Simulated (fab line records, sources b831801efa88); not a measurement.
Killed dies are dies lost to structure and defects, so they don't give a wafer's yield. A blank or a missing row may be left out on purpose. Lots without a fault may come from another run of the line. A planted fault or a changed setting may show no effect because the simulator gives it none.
Chamber matching | flow sky130 | SKY_PASSIVATION_CVD_02 on pecvd-04: 3 sister chambers
The step deposits Si3N4, target thk 540 nm. 3 wafers are shown with their chamber, then 7 later ones without.

WAFERS WITH THEIR CHAMBER
wafer  | chamber | heater_power_w (W)
L201.5 | 2       | 777
L212.1 | 0       | 710
L212.2 | 1       | 677

WAFERS WITHOUT THEIR CHAMBER
wafer  | heater_power_w (W)
L212.4 | 724
L213.2 | 754
L213.3 | 769
L213.4 | 831
L216.2 | 677
L216.5 | 680
L216.6 | 814

WHICH CHAMBER EACH WENT THROUGH
wafer  | from the rows above          | in truth
L212.4 | can't be placed: 0 or 1 or 2 | 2
L213.2 | can't be placed: 2 or 0      | 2
L213.3 | can't be placed: 2 or 0      | 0
L213.4 | 2                            | 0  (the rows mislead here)
L216.2 | can't be placed: 1 or 0      | 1
L216.5 | can't be placed: 1 or 0      | 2
L216.6 | 2                            | 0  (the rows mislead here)
Placed correctly: 0 of 7. Can't be placed from these rows: 5 (the true chamber is among the candidates in 4). Placed wrongly: 2.
How it was worked out, from the rows above alone: a wafer's distance from a chamber is the root of the sum, over the readings, of the square of ((its reading less the chamber's mean) divided by the reading's scatter). The wafer belongs to the nearest chamber; if the next one is less than 2 further off, it can't be placed. A chamber's mean is the mean of its shown wafers. The scatter: with one shown wafer a chamber, the root of the mean of the squares of how far each hidden wafer lies from its nearest shown one.
